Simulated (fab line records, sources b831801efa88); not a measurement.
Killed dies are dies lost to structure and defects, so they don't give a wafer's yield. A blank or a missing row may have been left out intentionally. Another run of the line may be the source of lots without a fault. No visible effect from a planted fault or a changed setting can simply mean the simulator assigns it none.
Matching of chambers | flow gf180mcu | GF_V1_CMP_04 on cmp-01: 4 sister chambers
The step polishes SiO2. 8 wafers are shown with their chamber, then 7 later ones without.

## WAFERS, EACH WITH ITS CHAMBER
wafer  | chamber | motor current A (A) | edge zone pressure frac
L447.6 | 2       | 11.5                | 1.000
L450.6 | 1       | 12.8                | 1.010
L449.1 | 2       | 10.6                | 1.006
L449.5 | 1       | 12.6                | 1.005
L464.2 | 3       | 13.1                | 1.006
L464.6 | 0       | 11.1                | 0.993
L466.2 | 0       | 11.8                | 1.002
L466.3 | 3       | 13.2                | 1.002

## WAFERS WITHOUT THEIR CHAMBER
wafer  | motor current A (A) | edge zone pressure frac
L466.6 | 12.6                | 0.998
L467.1 | 13.4                | 0.999
L467.5 | 12.1                | 1.008
L467.6 | 11.9                | 1.002
L470.2 | 12.6                | 1.008
L470.3 | 11.7                | 1.000
L470.6 | 11.0                | 0.996

## THE CHAMBER EACH PASSED THROUGH
wafer  | from the rows above               | in truth
L466.6 | can't be placed: 3 or 1 or 0      | 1
L467.1 | can't be placed: 3 or 1           | 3
L467.5 | can't be placed: 1 or 3 or 2 or 0 | 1
L467.6 | can't be placed: 0 or 2 or 1 or 3 | 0
L470.2 | can't be placed: 1 or 3           | 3
L470.3 | can't be placed: 0 or 2           | 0
L470.6 | can't be placed: 0 or 2           | 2
Correctly placed: 0 of 7. Can't be placed from these rows: 7 (the true chamber is among the candidates in 7). Placed wrongly: 0.
How it was worked out, from the rows above alone: a wafer's distance from a chamber is the root of the sum, over the readings, of the square of ((its reading less the chamber's mean) divided by the reading's scatter). The wafer belongs to the nearest chamber; if the next one is less than 2 further off, it can't be placed. The mean given for a chamber averages the wafers shown for that chamber. The scatter: the root of (the sum of the squares of (reading less its chamber's mean) over the shown wafers, divided by (wafers less chambers)).
